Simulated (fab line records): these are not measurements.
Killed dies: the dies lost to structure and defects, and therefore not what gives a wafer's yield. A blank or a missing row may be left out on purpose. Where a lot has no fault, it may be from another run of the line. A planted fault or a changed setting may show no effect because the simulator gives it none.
Matching of chambers + flow sfq_line + SFQ_TRILAYER_I1_CMP_CMP_046 on cmp-02: 4 sister chambers
The step polishes SiO2. 21 wafers are shown with their chamber, then 10 later ones without.

## WAFERS WITH THEIR CHAMBER
| wafer  | chamber | motor_current_A (A) | time_to_endpoint_s (s) |
|--------|---------|---------------------|------------------------|
| L805.3 | 2       | 9.9                 | 217                    |
| L805.1 | 1       | 13.5                | 211                    |
| L805.6 | 3       | 10.4                | 219                    |
| L807.2 | 1       | 13.4                | 224                    |
| L807.3 | 0       | 8.8                 | 215                    |
| L807.5 | 0       | 8.4                 | 223                    |
| L808.3 | 0       | 8.8                 | 211                    |
| L808.4 | 3       | 10.0                | 204                    |
| L808.6 | 1       | 13.3                | 228                    |
| L809.1 | 0       | 8.8                 | 230                    |
| L809.2 | 1       | 12.8                | 221                    |
| L809.5 | 3       | 10.1                | 224                    |
| L810.1 | 2       | 9.7                 | 212                    |
| L810.2 | 0       | 8.5                 | 210                    |
| L810.6 | 1       | 14.3                | 228                    |
| L811.1 | 3       | 9.7                 | 213                    |
| L811.3 | 0       | 9.3                 | 213                    |
| L811.5 | 0       | 8.8                 | 221                    |
| L812.1 | 1       | 13.5                | 227                    |
| L812.2 | 0       | 9.3                 | 227                    |
| L812.3 | 2       | 9.9                 | 219                    |

SIGNATURES, as means of the wafers listed above
| reading            | chamber 0 | chamber 1 | chamber 2 | chamber 3 | scatter within a chamber |
|--------------------|-----------|-----------|-----------|-----------|--------------------------|
| motor_current_A    | 8.838     | 13.467    | 9.833     | 10.050    | 0.359                    |
| time_to_endpoint_s | 218.75    | 223.17    | 216.00    | 215.00    | 7.13                     |
Rule: a wafer lies at a distance from a chamber equal to the root of the sum of squares, over the readings, of (its reading less the chamber's mean, divided by the reading's scatter). If the next closest chamber is less than 2 further off than the closest, the wafer can't be placed; otherwise it belongs to the closest. The scatter is the square root of a quotient: the sum, over the shown wafers, of each reading's squared deviation from its chamber's mean, divided by wafers minus chambers.

## WAFERS WHOSE CHAMBER IS MISSING
| wafer  | motor_current_A (A) | time_to_endpoint_s (s) |
|--------|---------------------|------------------------|
| L813.1 | 10.3                | 214                    |
| L813.3 | 9.6                 | 210                    |
| L813.4 | 8.6                 | 217                    |
| L814.3 | 9.6                 | 213                    |
| L814.4 | 10.0                | 217                    |
| L814.5 | 10.1                | 223                    |
| L824.5 | 9.2                 | 215                    |
| L826.3 | 13.5                | 206                    |
| L826.2 | 10.8                | 204                    |
| L826.4 | 8.9                 | 214                    |

## THE CHAMBER EACH PASSED THROUGH
| wafer  | from the rows above          | in truth |
|--------|------------------------------|----------|
| L813.1 | can't be placed: 3 or 2      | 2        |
| L813.3 | can't be placed: 2 or 3 or 0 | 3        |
| L813.4 | 0                            | 0        |
| L814.3 | can't be placed: 2 or 3 or 0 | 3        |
| L814.4 | can't be placed: 3 or 2      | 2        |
| L814.5 | can't be placed: 3 or 2      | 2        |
| L824.5 | can't be placed: 0 or 2 or 3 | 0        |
| L826.3 | 1                            | 1        |
| L826.2 | can't be placed: 3 or 2      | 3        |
| L826.4 | can't be placed: 0 or 2      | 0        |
Placed correctly: 2 of 10. Unplaceable from these rows: 8, with the true chamber sitting among the candidates in 8. 0 placed wrongly.
